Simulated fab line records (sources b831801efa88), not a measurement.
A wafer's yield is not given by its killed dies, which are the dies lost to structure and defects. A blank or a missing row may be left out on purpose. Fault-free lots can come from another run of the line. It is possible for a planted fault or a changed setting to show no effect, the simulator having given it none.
Which tool is to blame? :: flow gf180mcu :: 12 lots with 36 wafers sampled at 6 steps, on a route of 602 steps

## WHAT THE GAUGES SHOWED, per wafer
GF_SALICIDE_THK_MEAS_05: measures by xrf.
lot: L203
measured: day 14 20:55
on: film_metro-01
SALICIDE_TIN_THK (nm): 20.19 19.83 20.21

lot: L204
measured: day 15 08:25
on: film_metro-02
SALICIDE_TIN_THK (nm): 19.89 20.09 19.88

lot: L205
measured: day 15 16:16
on: film_metro-03
SALICIDE_TIN_THK (nm): 20.03 19.39 19.52

lot: L207
measured: day 16 09:00
on: film_metro-03
SALICIDE_TIN_THK (nm): 20.37 19.92 19.91

lot: L208
measured: day 16 15:28
on: film_metro-01
SALICIDE_TIN_THK (nm): 20.25 19.90 19.94

lot: L210
measured: day 17 23:55
on: film_metro-02
SALICIDE_TIN_THK (nm): 19.71 19.99 20.08

lot: L213
measured: day 19 16:16
on: film_metro-01
SALICIDE_TIN_THK (nm): 20.13 19.74 19.98

lot: L216
measured: day 20 05:16
on: film_metro-02
SALICIDE_TIN_THK (nm): 20.10 19.81 20.08

lot: L218
measured: day 20 21:32
on: film_metro-02
SALICIDE_TIN_THK (nm): 20.32 20.41 20.26

lot: L221
measured: day 21 14:25
on: film_metro-02
SALICIDE_TIN_THK (nm): 19.56 19.86 19.78

lot: L224
measured: day 22 12:19
on: film_metro-01
SALICIDE_TIN_THK (nm): 20.06 20.06 19.76

lot: L226
measured: day 23 04:45
on: film_metro-02
SALICIDE_TIN_THK (nm): 19.77 19.56 19.93

GF_CONTACT_OVL_MEAS_15.
lot: L203
measured: day 15 19:45
on: overlay-02
CONTACT_OVL (nm): 5 2 -1

lot: L204
measured: day 16 07:30
on: overlay-02
CONTACT_OVL (nm): 8 7 -2

lot: L205
measured: day 16 15:43
on: overlay-01
CONTACT_OVL (nm): 0 -7 -6

lot: L207
measured: day 17 08:22
on: overlay-02
CONTACT_OVL (nm): 10 5 17

lot: L208
measured: day 17 14:59
on: overlay-02
CONTACT_OVL (nm): 2 -3 7

lot: L210
measured: day 19 00:46
on: overlay-02
CONTACT_OVL (nm): -3 -2 -2

lot: L213
measured: day 20 16:43
on: overlay-01
CONTACT_OVL (nm): 0 2 4

lot: L216
measured: day 21 06:14
on: overlay-01
CONTACT_OVL (nm): 9 7 7

lot: L218
measured: day 21 22:33
on: overlay-01
CONTACT_OVL (nm): -3 1 -7

lot: L221
measured: day 22 14:44
on: overlay-01
CONTACT_OVL (nm): -8 -4 -3

lot: L224
measured: day 23 12:18
on: overlay-02
CONTACT_OVL (nm): 0 1 -4

lot: L226
measured: day 24 04:42
on: overlay-02
CONTACT_OVL (nm): 2 -3 -2

GF_M1_RS_MEAS_05: the measuring method here is four-point-probe.
lot: L203
measured: day 15 21:09
on: film_metro-04
M1_ALCU_RS (ohm/sq): 0.0695 0.0701 0.0699

lot: L204
measured: day 16 08:53
on: film_metro-02
M1_ALCU_RS (ohm/sq): 0.0716 0.0715 0.0694

lot: L205
measured: day 16 17:08
on: film_metro-02
M1_ALCU_RS (ohm/sq): 0.0691 0.0683 0.0693

lot: L207
measured: day 17 09:47
on: film_metro-04
M1_ALCU_RS (ohm/sq): 0.0691 0.0682 0.0694

lot: L208
measured: day 17 16:25
on: film_metro-01
M1_ALCU_RS (ohm/sq): 0.0698 0.0684 0.0693

lot: L210
measured: day 19 02:18
on: film_metro-02
M1_ALCU_RS (ohm/sq): 0.0718 0.0704 0.0713

lot: L213
measured: day 20 18:09
on: film_metro-04
M1_ALCU_RS (ohm/sq): 0.0701 0.0696 0.0709

lot: L216
measured: day 21 07:39
on: film_metro-04
M1_ALCU_RS (ohm/sq): 0.0774 0.0760 0.0780

lot: L218
measured: day 21 23:58
on: film_metro-04
M1_ALCU_RS (ohm/sq): 0.0765 0.0786 0.0790

lot: L221
measured: day 22 16:18
on: film_metro-04
M1_ALCU_RS (ohm/sq): 0.0684 0.0681 0.0675

lot: L224
measured: day 23 13:49
on: film_metro-04
M1_ALCU_RS (ohm/sq): 0.0691 0.0697 0.0693

lot: L226
measured: day 24 06:07
on: film_metro-02
M1_ALCU_RS (ohm/sq): 0.0696 0.0693 0.0695

GF_M1_THK_MEAS_06: measures by xrf.
lot: L203
measured: day 15 21:16
on: film_metro-04
M1_ALCU_THK (nm): 447 444 442

lot: L204
measured: day 16 09:01
on: film_metro-02
M1_ALCU_THK (nm): 433 432 445

lot: L205
measured: day 16 17:14
on: film_metro-02
M1_ALCU_THK (nm): 445 454 445

lot: L207
measured: day 17 09:54
on: film_metro-04
M1_ALCU_THK (nm): 444 453 442

lot: L208
measured: day 17 16:31
on: film_metro-01
M1_ALCU_THK (nm): 442 452 446

lot: L210
measured: day 19 02:25
on: film_metro-02
M1_ALCU_THK (nm): 434 443 438

lot: L213
measured: day 20 18:15
on: film_metro-04
M1_ALCU_THK (nm): 445 445 440

lot: L216
measured: day 21 07:46
on: film_metro-04
M1_ALCU_THK (nm): 401 405 397

lot: L218
measured: day 22 00:04
on: film_metro-04
M1_ALCU_THK (nm): 402 391 392

lot: L221
measured: day 22 16:25
on: film_metro-04
M1_ALCU_THK (nm): 449 453 458

lot: L224
measured: day 23 13:55
on: film_metro-04
M1_ALCU_THK (nm): 446 444 445

lot: L226
measured: day 24 06:14
on: film_metro-02
M1_ALCU_THK (nm): 445 446 448

## TOOL THAT RAN EACH LOT (tool first, then ch and the chambers of the sampled wafers, then the start)
lot: L203
GF_CONTACT_CVD_02: pecvd-03 ch 0,1,2, day 14 21:22
GF_M1_SPUTTER_02: pvd_sputter-03, day 15 21:04

lot: L204
GF_CONTACT_CVD_02: pecvd-02 ch 0,1, day 15 08:53
GF_M1_SPUTTER_02: pvd_sputter-01, day 16 08:48

lot: L205
GF_CONTACT_CVD_02: pecvd-01 ch 0,2, day 15 16:43
GF_M1_SPUTTER_02: pvd_sputter-04, day 16 17:01

lot: L207
GF_CONTACT_CVD_02: pecvd-03 ch 0,1, day 16 09:27
GF_M1_SPUTTER_02: pvd_sputter-04, day 17 09:41

lot: L208
GF_CONTACT_CVD_02: pecvd-03 ch 0,1,2, day 16 15:54
GF_M1_SPUTTER_02: pvd_sputter-04, day 17 16:17

lot: L210
GF_CONTACT_CVD_02: pecvd-01 ch 0,1, day 18 00:22
GF_M1_SPUTTER_02: pvd_sputter-01, day 19 02:11

lot: L213
GF_CONTACT_CVD_02: pecvd-01 ch 0,1, day 19 16:43
GF_M1_SPUTTER_02: pvd_sputter-01, day 20 18:01

lot: L216
GF_CONTACT_CVD_02: pecvd-01 ch 0,2, day 20 05:49
GF_M1_SPUTTER_02: pvd_sputter-04, day 21 07:34

lot: L218
GF_CONTACT_CVD_02: pecvd-03 ch 0,2, day 20 22:05
GF_M1_SPUTTER_02: pvd_sputter-04, day 21 23:51

lot: L221
GF_CONTACT_CVD_02: pecvd-03 ch 0,1,2, day 21 14:59
GF_M1_SPUTTER_02: pvd_sputter-03, day 22 16:13

lot: L224
GF_CONTACT_CVD_02: pecvd-03 ch 1,2, day 22 12:46
GF_M1_SPUTTER_02: pvd_sputter-03, day 23 13:42

lot: L226
GF_CONTACT_CVD_02: pecvd-02 ch 0,1,2, day 23 05:12
GF_M1_SPUTTER_02: pvd_sputter-03, day 24 06:01
- GF_CONTACT_CVD_02: deposits SiO2 from TEOS, target thk 860 nm, time 95.992 s.
- GF_M1_SPUTTER_02: material AlCu, target thk 450 nm, time 23.9 s.

## WHAT THE TOOLS THEMSELVES READ (means of the sampled wafers that have a number; where no wafer has one, the mark that the record gives instead)
GF_CONTACT_CVD_02.
lot: L203
tool: pecvd-03
heater_power_w (W): 625
susceptor_temp_C (C): 399.85

lot: L204
tool: pecvd-02
heater_power_w (W): 601
susceptor_temp_C (C): 399.99

lot: L205
tool: pecvd-01
heater_power_w (W): 630
susceptor_temp_C (C): 399.69

lot: L207
tool: pecvd-03
heater_power_w (W): 571
susceptor_temp_C (C): 400.02

lot: L208
tool: pecvd-03
heater_power_w (W): 664
susceptor_temp_C (C): 400.25

lot: L210
tool: pecvd-01
heater_power_w (W): 602
susceptor_temp_C (C): 400.10

lot: L213
tool: pecvd-01
heater_power_w (W): 538
susceptor_temp_C (C): 400.10

lot: L216
tool: pecvd-01
heater_power_w (W): 635
susceptor_temp_C (C): 400.31

lot: L218
tool: pecvd-03
heater_power_w (W): 698
susceptor_temp_C (C): 399.92

lot: L221
tool: pecvd-03
heater_power_w (W): 690
susceptor_temp_C (C): 399.98

lot: L224
tool: pecvd-03
heater_power_w (W): 733
susceptor_temp_C (C): 399.98

lot: L226
tool: pecvd-02
heater_power_w (W): 664
susceptor_temp_C (C): 400.18

GF_M1_SPUTTER_02.
lot: L203
tool: pvd_sputter-03
throttle_valve_pct (%): 30.7

lot: L204
tool: pvd_sputter-01
throttle_valve_pct (%): 30.1

lot: L205
tool: pvd_sputter-04
throttle_valve_pct (%): 30.1

lot: L207
tool: pvd_sputter-04
throttle_valve_pct (%): 30.3

lot: L208
tool: pvd_sputter-04
throttle_valve_pct (%): 30.3

lot: L210
tool: pvd_sputter-01
throttle_valve_pct (%): 30.0

lot: L213
tool: pvd_sputter-01
throttle_valve_pct (%): 29.6

lot: L216
tool: pvd_sputter-04
throttle_valve_pct (%): 30.1

lot: L218
tool: pvd_sputter-04
throttle_valve_pct (%): 30.3

lot: L221
tool: pvd_sputter-03
throttle_valve_pct (%): 30.4

lot: L224
tool: pvd_sputter-03
throttle_valve_pct (%): 30.0

lot: L226
tool: pvd_sputter-03
throttle_valve_pct (%): 30.3

## THE ANSWER, worked out from the rows above alone
Rule: the lots themselves supply what counts as usual. The widest of any qualifying gaps counts: lots, ordered by their means at a reading, are off when they make up no more than a third of the lots, leave a main group of 4 or more, and stand apart from it by 3 or more times the standard deviation of that group's means. A main group is skipped when, at the precision printed for the reading in the tables above, its means are all equal. A lot without any number at a reading at which 4 lots or more have one is off too. The other lots that the step has rows for count as sound. The gauges are gone through in route order, then the tools' own readings, and for those a lot's mean is taken as printed above. At the first step where some lot is off, the reading lying furthest off is the one used; lots without a number count as furthest.
Off: at GF_M1_RS_MEAS_05 (M1_ALCU_RS), L216, L218. The main group: mean 0.0696 ohm/sq, standard deviation 0.0009.
If a tool, at a process step before that reading, ran all the lots that are off and no sound lot after the first of them, it fits. The gauges at GF_M1_RS_MEAS_05 are tried like those tools. One fits: pvd_sputter-04 at GF_M1_SPUTTER_02. A fault onset in the window from L208 (day 17 16:17, its last sound lot) to L216 (day 21 07:34, its first lot off) fits.

## WHAT THE SIMULATOR HAD INSERTED
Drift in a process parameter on pvd_sputter-04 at GF_M1_SPUTTER_02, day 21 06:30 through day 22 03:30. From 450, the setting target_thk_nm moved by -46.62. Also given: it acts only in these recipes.
Shown lots that were struck: L216, L218. The same result came from the rule above.
